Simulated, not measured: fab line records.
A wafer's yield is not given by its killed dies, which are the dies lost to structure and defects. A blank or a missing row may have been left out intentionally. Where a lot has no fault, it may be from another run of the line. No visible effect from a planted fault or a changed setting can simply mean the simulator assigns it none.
One fault through the eyes of 2 desks + flow sky130 + each desk has only its own numbers; what lay behind them comes last

== FOR THE TOOL OWNER'S DESK: rie diel-02 ==
The tool's own readings at SKY_SPACER_ETCHBACK_02 (etches Si3N4 in CH3F/O2, stops on SiO2, time 46.7 s, target depth 45 nm): means of the sampled wafers that have a number, for each lot that ran on this tool. If a lot's mean is further than 4 standard deviations from the usual mean, the lot is out of limits and carries the mark OUT (the distance appears in the brackets).
Columns: A = O2_flow_sccm at SKY_SPACER_ETCHBACK_02, usual 30.00 sccm; B = bias w at SKY_SPACER_ETCHBACK_02, usual 79.99 W; C = drypump motor current A at SKY_SPACER_ETCHBACK_02, usual 5.7 A; D = oes product au at SKY_SPACER_ETCHBACK_02, usual 0.857 a.u.; E = throttle valve pct at SKY_SPACER_ETCHBACK_02, usual 10.563 %
| lot  | first seen here | A     | B     | C   | D     | E      |
|------|-----------------|-------|-------|-----|-------|--------|
| L772 | day 26 00:10    | 30.01 | 79.93 | 5.8 | 0.863 | 10.571 |
| L774 | day 26 17:22    | 29.98 | 79.80 | 5.8 | 0.861 | 10.566 |
| L777 | day 27 12:56    | 30.06 | 80.09 | 5.8 | 0.849 | 10.568 |
| L784 | day 29 19:56    | 30.00 | 79.69 | 5.9 | 0.857 | 10.578 |
| L787 | day 30 16:05    | 30.01 | 79.93 | 5.3 | 0.863 | 10.561 |
This desk's finding: nothing out of limits on any of the 5 lots.

== AT THE METROLOGY DESK ==
What the gauges read for every lot (on any tool): the sampled wafers with a number, averaged. If a lot's mean is further than 4 standard deviations from the usual mean, the lot is out of limits and carries the mark OUT (the distance appears in the brackets).
Columns: A = POLY_GATE_OXIDATION_THK at SKY_POLY_GATE_THK_MEAS_21, usual 4.03 nm; B = LDD_N_OVL at SKY_LDD_N_OVL_MEAS_07, usual 0.4 nm; C = LDD_HVP_OVL at SKY_LDD_HVP_OVL_MEAS_07, usual 1.2 nm
| lot  | first seen here | A    | B   | C   |
|------|-----------------|------|-----|-----|
| L765 | day 16 11:07    | 3.94 | 1.0 | 1.1 |
| L767 | day 17 00:07    | 3.97 | 2.0 | 0.1 |
| L766 | day 17 09:16    | 3.94 | 1.7 | 0.9 |
| L769 | day 17 19:15    | 4.20 | 0.3 | 1.2 |
| L772 | day 19 10:56    | 4.07 | 0.6 | 2.9 |
| L774 | day 20 06:59    | 4.04 | 0.6 | 0.1 |
| L775 | day 20 07:50    | 3.98 | 1.1 | 1.6 |
| L777 | day 21 03:11    | 3.98 | 0.5 | 1.3 |
| L784 | day 23 15:44    | 4.11 | 1.3 | 3.4 |
| L787 | day 24 12:38    | 3.99 | 0.9 | 1.6 |
| L788 | day 24 16:04    | 4.00 | 2.3 | 2.5 |
This desk's finding: nothing out of limits on any of the 11 lots.

== ALL TOGETHER ==
The desk of the tool owner found nothing out of limits.
The metrology desk saw nothing out of limits.

== WHAT HAD BEEN PUT IN BY THE SIMULATOR ==
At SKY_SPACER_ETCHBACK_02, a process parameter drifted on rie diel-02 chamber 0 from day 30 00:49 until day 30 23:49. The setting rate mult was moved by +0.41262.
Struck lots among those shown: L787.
